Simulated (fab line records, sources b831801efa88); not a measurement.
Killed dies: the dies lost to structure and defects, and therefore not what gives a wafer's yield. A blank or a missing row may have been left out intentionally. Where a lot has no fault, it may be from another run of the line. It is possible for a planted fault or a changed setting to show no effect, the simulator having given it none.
Struck lot and sound lot, side by side + flow gf180mcu + 20 out of 602 route steps
Sound: these wafers, L501.3, L501.5, L501.6. Wafers L493.1, L493.3, L493.6 were the ones struck. The cause comes at the end.
Order at every step that has rows: each side's tool, ch and its chambers, its first start. Under that, the readings that differ: sound wafers + struck wafers + difference of the means + sigmas: that difference in standard deviations of wafers without a fault.
alike: a reading whose means differ by less than 2 such deviations, as well as words and numbers matching on both sides. not compared: withheld readings; readings where some wafer has no value; bounds like >300 that might hide an equal value; numbers whose values overlap and for which the record gives no deviation.
The two part at a step that has a row with sigmas, a row that says differs or no value, or rows on one side only. Numbers that have no deviation but don't overlap get no sigmas and don't part them. A reading missing from all wafers of one side parts the sides only when that side holds two or more wafers.

first, 6 steps without rows for these wafers: GF_M3_HMDS_08 (prime time 60 s); GF_M3_COAT_09 (resist thk 1000 nm); GF_M3_SOFTBAKE_10 (time 60 s); GF_M3_EXPOSE_11 (exposes mask Metal3, target cd 280 nm); GF_M3_PEB_12 (peb time 90 s); GF_M3_DEVELOP_13 (develop time 60 s).
GF_M3_CD_MEAS_14 targets a cd of 280 nm.
  sound: cdSem-01 at day 27 22:18; struck: cdSem-02 at day 25 02:26
  alike: cdNm
GF_M3_OVL_MEAS_15:
  sound: overlay-01 at day 27 22:23; struck: overlay-02 at day 25 02:34
  alike: M3_OVL
GF_M3_METAL_ETCH_16: etches the open film in Cl2/BCl3, stops on SiO2, target depth 627.5 nm, time 104.6 s.
  sound on rieMetal-01 ch 0,1, day 27 22:27; struck on rieMetal-03 ch 0, day 25 02:36
| reading                  | sound       | struck      | difference | sigmas |
|--------------------------|-------------|-------------|------------|--------|
| drypumpMotorCurrentA (A) | 5.1 5.1 6.1 | 6.3 6.3 6.3 | +0.9       | +2     |
  alike: biasW, oesProductAu, throttleValvePct
  not compared: rfHoursCounterH
GF_M3_STRIP_17: strips in O2/N2.
  sound on plasmaAsher-02 ch 0,1, day 27 22:34; struck on plasmaAsher-03 ch 0, day 25 02:43
  alike: drypumpMotorCurrentA, heaterPowerW, oesProductAu, platenTempC, stripTimeToEndpointS
  not compared: rfHoursCounterH
then, 2 steps without rows for these wafers: GF_M3_STRIP_18 (strips in post etch residue remover, time 1200 s); GF_M3_CLEAN_19 (cleans in DIW).
GF_V3_CVD_00: deposits SiO2, target thk 600 nm, time 100 s.
  sound on hdpcvd-02 ch 1,2, day 27 23:04; struck on hdpcvd-01 ch 0,1, day 25 03:30
GF_V3_THK_MEAS_01:
  sound: filmMetro-04 at day 27 23:09; struck: filmMetro-02 at day 25 03:34
| reading            | sound       | struck         | difference | sigmas |
|--------------------|-------------|----------------|------------|--------|
| V3_CVD_00_THK (nm) | 603 599 598 | 1209 1219 1202 | +610       | +88    |
GF_V3_CVD_02: deposits SiO2 from TEOS, target thk 850 nm, time 94.851 s.
  sound on pecvd-01 ch 1,2, day 27 23:11; struck on pecvd-03 ch 0,1,2, day 25 03:38
  alike: heaterPowerW
  not compared: sinceWetCleanH
GF_V3_THK_MEAS_03:
  sound: filmMetro-03 at day 27 23:17; struck: filmMetro-03 at day 25 03:42
  alike: V3_CVD_02_THK
GF_V3_CMP_04: polishes SiO2.
  sound on cmp-02 ch 0,1,3, day 27 23:25; struck on cmp-02 ch 2,3, day 25 03:49
  alike: motorCurrentA, timeToEndpointS
GF_V3_BOW_MEAS_05:
  sound: filmMetro-02 at day 27 23:40; struck: filmMetro-04 at day 25 04:04
| reading     | sound      | struck      | difference | sigmas |
|-------------|------------|-------------|------------|--------|
| V3_BOW (um) | 91 104 109 | 168 157 164 | +62        | +7     |
then, 1 step without rows for these wafers: GF_V3_DEHYDRATE_06 (time 60 s).
-- the record jumps here: 7 days lie between the struck wafers' starts before and after (it left off in module V3 and takes up again in module PASSIVATION, whose first step shown is number 602 of the route) --
GF_PASSIVATION_PROBE_99:
  only the struck wafers here have rows in the record (prober-02, day 32 06:25); the sound ones have none

== WHERE THEY PART ==
First at GF_M3_METAL_ETCH_16; last, within this record, at GF_PASSIVATION_PROBE_99.

WHY: what the simulator had put in
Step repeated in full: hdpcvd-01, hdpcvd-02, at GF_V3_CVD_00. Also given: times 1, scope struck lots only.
